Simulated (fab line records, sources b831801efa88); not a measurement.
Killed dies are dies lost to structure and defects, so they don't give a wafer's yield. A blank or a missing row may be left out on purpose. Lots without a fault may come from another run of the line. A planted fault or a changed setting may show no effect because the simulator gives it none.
Chamber matching | flow sfq_line | SFQ_TRILAYER_I4_CMP_CMP_100 on cmp-01: 4 sister chambers
The step polishes SiO2. 16 wafers are shown with their chamber, then 8 later ones without.

WAFERS WITH THEIR CHAMBER
wafer  | chamber | motor_current_A (A) | retaining_ring_pressure_frac | time_to_endpoint_s (s)
L613.2 | 1       | 9.7                 | 0.981                        | 208
L613.5 | 3       | 10.0                | 1.002                        | 220
L613.6 | 0       | 12.0                | 0.995                        | 227
L615.2 | 2       | 8.6                 | 0.992                        | 207
L615.1 | 0       | 11.9                | 0.997                        | 216
L615.5 | 2       | 8.5                 | 0.993                        | 212
L617.4 | 1       | 9.6                 | 1.001                        | 213
L617.5 | 1       | 9.7                 | 1.001                        | 207
L617.6 | 2       | 8.7                 | 0.996                        | 209
L620.1 | 0       | 12.0                | 1.007                        | 201
L620.2 | 1       | 9.9                 | 1.007                        | 209
L620.5 | 1       | 9.4                 | 1.005                        | 206
L622.3 | 3       | 10.3                | 1.004                        | 210
L622.5 | 1       | 9.3                 | 1.002                        | 223
L622.6 | 2       | 8.3                 | 0.994                        | 215
L623.2 | 1       | 8.9                 | 1.002                        | 209

SIGNATURES (means of the wafers above)
reading                      | chamber 0 | chamber 1 | chamber 2 | chamber 3 | scatter within a chamber
motor_current_A              | 11.967    | 9.500     | 8.525     | 10.150    | 0.258
retaining_ring_pressure_frac | 0.99967   | 0.99986   | 0.99375   | 1.00300   | 0.0067
time_to_endpoint_s           | 214.67    | 210.71    | 210.75    | 215.00    | 7.26
Rule: a wafer's distance from a chamber is the root of the sum, over the readings, of the square of ((its reading less the chamber's mean) divided by the reading's scatter). The wafer belongs to the nearest chamber; if the next one is less than 2 further off, it can't be placed. The scatter: the root of (the sum of the squares of (reading less its chamber's mean) over the shown wafers, divided by (wafers less chambers)).

WAFERS WITHOUT THEIR CHAMBER
wafer  | motor_current_A (A) | retaining_ring_pressure_frac | time_to_endpoint_s (s)
L623.5 | 12.2                | 0.994                        | 221
L623.6 | 9.0                 | 0.994                        | 220
L630.2 | 12.3                | 0.998                        | 220
L630.4 | 9.6                 | 1.004                        | 209
L630.6 | 9.7                 | 0.998                        | 215
L633.1 | 8.7                 | 0.997                        | 206
L633.5 | 10.4                | 1.004                        | 213
L633.6 | 8.3                 | 0.999                        | 214

WHICH CHAMBER EACH WENT THROUGH
wafer  | from the rows above     | in truth
L623.5 | 0                       | 0
L623.6 | can't be placed: 2 or 1 | 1
L630.2 | 0                       | 0
L630.4 | can't be placed: 1 or 3 | 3
L630.6 | can't be placed: 1 or 3 | 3
L633.1 | 2                       | 2
L633.5 | 3                       | 3
L633.6 | 2                       | 2
Placed correctly: 5 of 8. Can't be placed from these rows: 3 (the true chamber is among the candidates in 3). Placed wrongly: 0.
